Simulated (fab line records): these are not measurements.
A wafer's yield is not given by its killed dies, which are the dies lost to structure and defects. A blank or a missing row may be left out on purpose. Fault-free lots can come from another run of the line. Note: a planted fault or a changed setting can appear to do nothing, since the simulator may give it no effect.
Which tool did it? -- flow gf180mcu -- 7 lots with 21 wafers sampled at 2 steps, on a route of 602 steps

== WHAT THE GAUGES READ, wafer by wafer ==
GF_VT_IMPLANT_RS_MEAS_46: measurement is done with a four-point probe.
lot,measured,on,MVSD_RS (ohm/sq)
L129,day 7 16:23,filmMetro-03,458.3 458.5 458.4
L134,day 9 07:05,filmMetro-01,456.7 457.1 457.0
L136,day 9 23:53,filmMetro-03,458.3 458.3 458.5
L140,day 11 08:05,filmMetro-03,- - -
L142,day 11 13:02,filmMetro-04,- - -
L148,day 13 01:17,filmMetro-01,456.7 456.8 456.2
L150,day 13 17:39,filmMetro-01,456.1 456.3 456.4

== EACH LOT AND THE TOOL THAT RAN IT (in order: tool; ch and the chambers of the sampled wafers; start) ==
lot,GF_MVSD_IMPLANT_09
L129,"implanter-04 ch 0, day 4 13:40"
L134,"implanter-04 ch 0, day 5 22:49"
L136,"implanter-03 ch 0, day 6 13:02"
L140,"implanter-04, day 7 16:26"
L142,"implanter-01, day 7 20:43"
L148,"implanter-01 ch 0, day 9 04:55"
L150,"implanter-01 ch 0, day 9 19:35"
- GF_MVSD_IMPLANT_09

== THE ANSWER, worked out from the rows above alone ==
Rule: what is usual is taken from the lots themselves. The widest of any qualifying gaps counts: lots, ordered by their means at a reading, are off when they make up no more than a third of the lots, leave a main group of 4 or more, and stand apart from it by 3 or more times the standard deviation of that group's means. The tables above print the reading to a certain number of digits; a main group whose means all agree to those digits is not used. Also off: a lot with no number at a reading for which 4 or more lots have one. Where the step has rows for the other lots, those lots are counted as sound.
Off: L140, L142, at GF_VT_IMPLANT_RS_MEAS_46 (MVSD_RS). Without a number there: L140, L142. For the main group the mean is 457.3 ohm/sq and the standard deviation 0.9.
If a tool, at a process step before that reading, ran all the lots that are off and no sound lot after the first of them, it fits. Those tools and the gauges at GF_VT_IMPLANT_RS_MEAS_46 are tried in the same way. None of those tried fits.

== WHAT WAS PUT IN BY THE SIMULATOR ==
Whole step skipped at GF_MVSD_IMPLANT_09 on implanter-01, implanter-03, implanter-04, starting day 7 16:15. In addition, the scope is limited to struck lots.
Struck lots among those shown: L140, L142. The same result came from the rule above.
